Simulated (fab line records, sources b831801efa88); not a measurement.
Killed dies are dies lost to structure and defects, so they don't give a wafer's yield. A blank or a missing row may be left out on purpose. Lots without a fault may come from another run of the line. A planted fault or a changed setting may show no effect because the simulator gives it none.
One fault seen from 2 desks | flow gf180mcu | each desk has only its own numbers; what lay behind them comes last

THE METROLOGY DESK
What the gauges read, lot by lot, whatever tool the lot ran on: means of the sampled wafers that have a number. A lot is out of limits, marked OUT, if its mean lies more than 4 standard deviations from the usual mean; the brackets give that distance.
Columns: A = TOP_METAL_ALCU_THK at GF_TOP_METAL_THK_MEAS_06, usual 873 nm; B = PASSIVATION_BOW at GF_PASSIVATION_BOW_MEAS_14, usual 142 um
lot  | first seen here | A   | B
L606 | day 28 01:59    | 888 | 132
L607 | day 28 11:18    | 875 | 129
L608 | day 28 13:22    | 870 | 147
L609 | day 29 01:06    | 875 | 132
L611 | day 29 13:09    | 876 | 135
L612 | day 30 00:35    | 891 | 144
L613 | day 30 22:15    | 890 | 144
L614 | day 31 07:08    | 875 | 148
L618 | day 32 00:15    | 859 | 158
L617 | day 32 04:31    | 861 | 135
L619 | day 32 10:48    | 863 | 152
L625 | day 33 09:28    | 866 | 153
L626 | day 33 15:19    | 860 | 148
This desk's finding: nothing out of limits on any of the 13 lots.

THE TOOL OWNER'S DESK: pecvd-03
The tool's own readings at GF_V4_CVD_02 (deposits SiO2 from TEOS, target thk 850 nm, time 94.851 s): means of the sampled wafers that have a number, for each lot that ran on this tool. A lot is out of limits, marked OUT, if its mean lies more than 4 standard deviations from the usual mean; the brackets give that distance.
Columns: A = heater_power_w at GF_V4_CVD_02, usual 655 W; B = rf_fwd_power_W at GF_V4_CVD_02, usual 596.4 W; C = susceptor_temp_C at GF_V4_CVD_02, usual 400.02 C
lot  | first seen here | A   | B     | C
L608 | day 24 21:41    | 562 | 595.2 | 400.11
L612 | day 26 12:34    | 489 | 595.9 | 399.93
L618 | day 28 16:51    | 522 | 593.2 | 399.91
L617 | day 28 22:35    | 645 | 595.3 | 399.96
L619 | day 29 05:16    | 547 | 596.1 | 400.02
This desk's finding: nothing out of limits on any of the 5 lots.

PUT TOGETHER
The metrology desk saw nothing out of limits.
The tool owner's desk saw nothing out of limits.

WHAT THE SIMULATOR HAD PUT IN
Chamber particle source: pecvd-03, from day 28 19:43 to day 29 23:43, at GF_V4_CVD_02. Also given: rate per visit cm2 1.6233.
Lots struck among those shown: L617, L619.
